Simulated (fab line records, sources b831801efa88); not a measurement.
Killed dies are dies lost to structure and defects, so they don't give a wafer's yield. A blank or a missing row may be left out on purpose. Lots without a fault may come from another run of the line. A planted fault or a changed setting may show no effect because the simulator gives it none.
A struck lot beside a sound one | flow sfq_line | 42 steps out of a route of 325
Sound: wafers L396.1, L396.2, L396.6. Struck: wafers L383.1, L383.3, L383.4. The cause comes at the end.
At each step with rows: each side's tool, then ch and its chambers, then its first start. Under that, the readings that differ: sound wafers | struck wafers | difference of the means | sigmas: that difference in standard deviations of wafers without a fault.
alike: readings whose means differ by less than 2 such deviations, and words and numbers that are the same on both sides. not compared: withheld readings, readings that some wafer has no value for, bounds like >300 that may hide the same value, and numbers for which the record gives no deviation and whose values overlap.
The two part at a step that has a row with sigmas, a row that says differs or no value, or rows on one side only. Numbers that don't overlap but have no deviation are shown without sigmas and don't part them. A reading that every wafer of one side lacks parts them only if that side has two wafers or more.

first, 1 step without rows for these wafers: SFQ_TRILAYER_I6_CMP_CMP_166 (polishes SiO2).
SFQ_I6_BOW_MEAS_941:
  sound on film_metro-04, day 75 11:02; struck on film_metro-04, day 70 17:42
  alike: I6_BOW
then, 7 steps without rows for these wafers: SFQ_TRILAYER_I6_METRO_MEASURE_167; SFQ_TRILAYER_I6_VIA_LITHO_COAT_174 (resist thk 62 nm); SFQ_TRILAYER_I6_VIA_LITHO_COAT_169 (resist thk 650 nm); SFQ_TRILAYER_I6_VIA_LITHO_SOFTBAKE_173; SFQ_TRILAYER_I6_VIA_LITHO_EXPOSE_170 (exposes mask I6, target cd 700 nm); SFQ_TRILAYER_I6_VIA_LITHO_PEB_172 (peb time 60 s); SFQ_TRILAYER_I6_VIA_LITHO_DEVELOP_171 (time 60 s).
-- the record jumps here: 4 days lie between the struck wafers' starts before and after --
SFQ_I6_OVL_MEAS_942:
  sound on overlay-02, day 79 02:19; struck on overlay-01, day 74 15:16
  reading     | sound | struck    | difference | sigmas
  I6_OVL (nm) | 1 4 0 | -9 -12 -9 | -12        | -2
then, 2 steps without rows for these wafers: SFQ_TRILAYER_I6_VIA_BARC_OPEN_VIA_ETCH_235 (etches BARC in O2, target depth 125 nm, time 41.7 s); SFQ_TRILAYER_I6_VIA_ETCH_VIA_ETCH_172 (etches SiO2 in CHF3, stops on Nb, target depth 260 nm).
SFQ_TRILAYER_I6_VIA_STRIP_STRIP_173: strips in O2.
  sound on rie_metal-04 ch 0,1, day 79 02:34; struck on rie_metal-04 ch 0,1, day 74 15:27
  no value came back on the struck wafers for chamber_pressure_mTorr (mTorr), drypump_motor_current_A (A), oes_product_au (a.u.); on the sound wafers chamber_pressure_mTorr (mTorr) reads 50.03 49.96 50.09
  reading                                                  | sound | struck            | difference | sigmas
  model.KrF_of_TRILAYER_I6_VIA_LITHO_COAT_169.thk_nm (nm)  | 0 0 0 | 529.6 533.9 533.5 | +532.3     |
  model.BARC_of_TRILAYER_I6_VIA_LITHO_COAT_174.thk_nm (nm) | 0 0 0 | 62.27 62.27 62.11 | +62.22     |
  not compared: rf_hours_counter_h
then, 2 steps without rows for these wafers: SFQ_TRILAYER_I6_VIA_STRIP_SOLV_CLEAN_174 (cleans in NMP, time 600 s); SFQ_TRILAYER_M7_DEP_PRE_CLEAN_176 (time 22.5 s).
SFQ_TRILAYER_M7_DEP_SPUTTER_175: material Nb, target thk 200 nm, time 133.3 s.
  sound on pvd_sputter-03, day 79 03:23; struck on pvd_sputter-03, day 74 16:15
  alike: base_pressure_pa, throttle_valve_pct
SFQ_M7_RS_MEAS_943: measures by four-point-probe.
  sound on film_metro-01, day 79 03:29; struck on film_metro-02, day 74 16:20
  alike: M7_NB_RS
then, 6 steps without rows for these wafers: SFQ_TRILAYER_M7_LITHO_COAT_182 (resist thk 62 nm); SFQ_TRILAYER_M7_LITHO_COAT_177 (resist thk 600 nm); SFQ_TRILAYER_M7_LITHO_SOFTBAKE_181; SFQ_TRILAYER_M7_LITHO_EXPOSE_178 (exposes mask M7, target cd 500 nm); SFQ_TRILAYER_M7_LITHO_PEB_180 (peb time 60 s); SFQ_TRILAYER_M7_LITHO_DEVELOP_179 (time 60 s).
SFQ_M7_OVL_MEAS_945:
  sound on overlay-01, day 79 13:09; struck on overlay-02, day 75 00:58
  alike: M7_OVL
SFQ_TRILAYER_M7_BARC_OPEN_METAL_ETCH_229: etches BARC in O2, target depth 125 nm, time 41.7 s.
  sound on rie_metal-04 ch 0,1, day 79 13:11; struck on rie_metal-01 ch 0,1, day 75 00:59
  alike: drypump_motor_current_A, oes_product_au
  not compared: rf_hours_counter_h
then, 1 step without rows for these wafers: SFQ_TRILAYER_M7_ETCH_METAL_ETCH_180 (etches Nb in Cl2/Ar, stops on SiO2, target depth 240 nm, time 120 s).
SFQ_TRILAYER_M7_STRIP_STRIP_181: strips in O2.
  sound on rie_metal-04 ch 0,1, day 79 13:22; struck on rie_metal-01 ch 0,1, day 75 01:11
  alike: chamber_pressure_mTorr, drypump_motor_current_A, oes_product_au
  not compared: rf_hours_counter_h
then, 1 step without rows for these wafers: SFQ_TRILAYER_M7_STRIP_SOLV_CLEAN_182 (cleans in NMP, time 600 s).
SFQ_TRILAYER_I7_DEP_PECVD_183: deposits SiO2 from SiH4/N2O, time 111.11 s, target thk 500 nm.
  sound on pecvd-01 ch 1,2, day 79 14:08; struck on pecvd-02 ch 0,2, day 75 01:57
  alike: heater_power_w, throttle_valve_pct
SFQ_TRILAYER_I7_CMP_CMP_184: polishes SiO2.
  sound on cmp-01 ch 1,2,3, day 79 15:43; struck on cmp-01 ch 0,2,3, day 75 02:32
  alike: head_pressure_psi, motor_current_A, time_to_endpoint_s
SFQ_I7_BOW_MEAS_946:
  sound on film_metro-02, day 79 17:43; struck on film_metro-01, day 75 05:02
  alike: I7_BOW
then, 7 steps without rows for these wafers: SFQ_TRILAYER_I7_METRO_MEASURE_185; SFQ_TRILAYER_I7_VIA_LITHO_COAT_192 (resist thk 62 nm); SFQ_TRILAYER_I7_VIA_LITHO_COAT_187 (resist thk 650 nm); SFQ_TRILAYER_I7_VIA_LITHO_SOFTBAKE_191; SFQ_TRILAYER_I7_VIA_LITHO_EXPOSE_188 (exposes mask I7, target cd 1000 nm); SFQ_TRILAYER_I7_VIA_LITHO_PEB_190 (peb time 60 s); SFQ_TRILAYER_I7_VIA_LITHO_DEVELOP_189 (time 60 s).
-- the record jumps here: 4 days lie between the struck wafers' starts before and after --
SFQ_I7_OVL_MEAS_947:
  sound on overlay-01, day 83 02:28; struck on overlay-02, day 78 22:35
  alike: I7_OVL
then, 2 steps without rows for these wafers: SFQ_TRILAYER_I7_VIA_BARC_OPEN_VIA_ETCH_260 (etches BARC in O2, target depth 125 nm, time 41.7 s); SFQ_TRILAYER_I7_VIA_ETCH_VIA_ETCH_190 (etches SiO2 in CHF3, stops on Nb, target depth 260 nm).
SFQ_M8_BOW_MEAS_951:
  sound on film_metro-04, day 83 10:21; struck on film_metro-01, day 79 04:14
  reading                 | sound                | struck            | difference | sigmas
  model.etest.m7.ohm_sq   | 0.9078 0.8879 0.8864 | 1e+06 1e+06 1e+06 | +1e+06     |
  model.etest.i7.link_ohm | 1.071 1.052 1.049    | 1e+06 1e+06 1e+06 | +1e+06     |
  model.etest.m7.ohm_um   | 1.834 1.786 1.777    | 1e+06 1e+06 1e+06 | +1e+06     |
  model.etest.i6.link_ohm | 1.89 1.862 1.869     | 1e+06 1e+06 1e+06 | +1e+06     |
  alike: M8_BOW

WHERE THEY PART
First at SFQ_I6_OVL_MEAS_942; last, within this record, at SFQ_TRILAYER_I6_VIA_STRIP_STRIP_173. Later steps at which nothing parts them and some readings are alike: SFQ_TRILAYER_M7_DEP_SPUTTER_175, SFQ_M7_RS_MEAS_943, SFQ_M7_OVL_MEAS_945, SFQ_TRILAYER_M7_BARC_OPEN_METAL_ETCH_229, SFQ_TRILAYER_M7_STRIP_STRIP_181, SFQ_TRILAYER_I7_DEP_PECVD_183, SFQ_TRILAYER_I7_CMP_CMP_184, SFQ_I7_BOW_MEAS_946, SFQ_I7_OVL_MEAS_947, SFQ_M8_BOW_MEAS_951.

WHY: what the simulator had put in
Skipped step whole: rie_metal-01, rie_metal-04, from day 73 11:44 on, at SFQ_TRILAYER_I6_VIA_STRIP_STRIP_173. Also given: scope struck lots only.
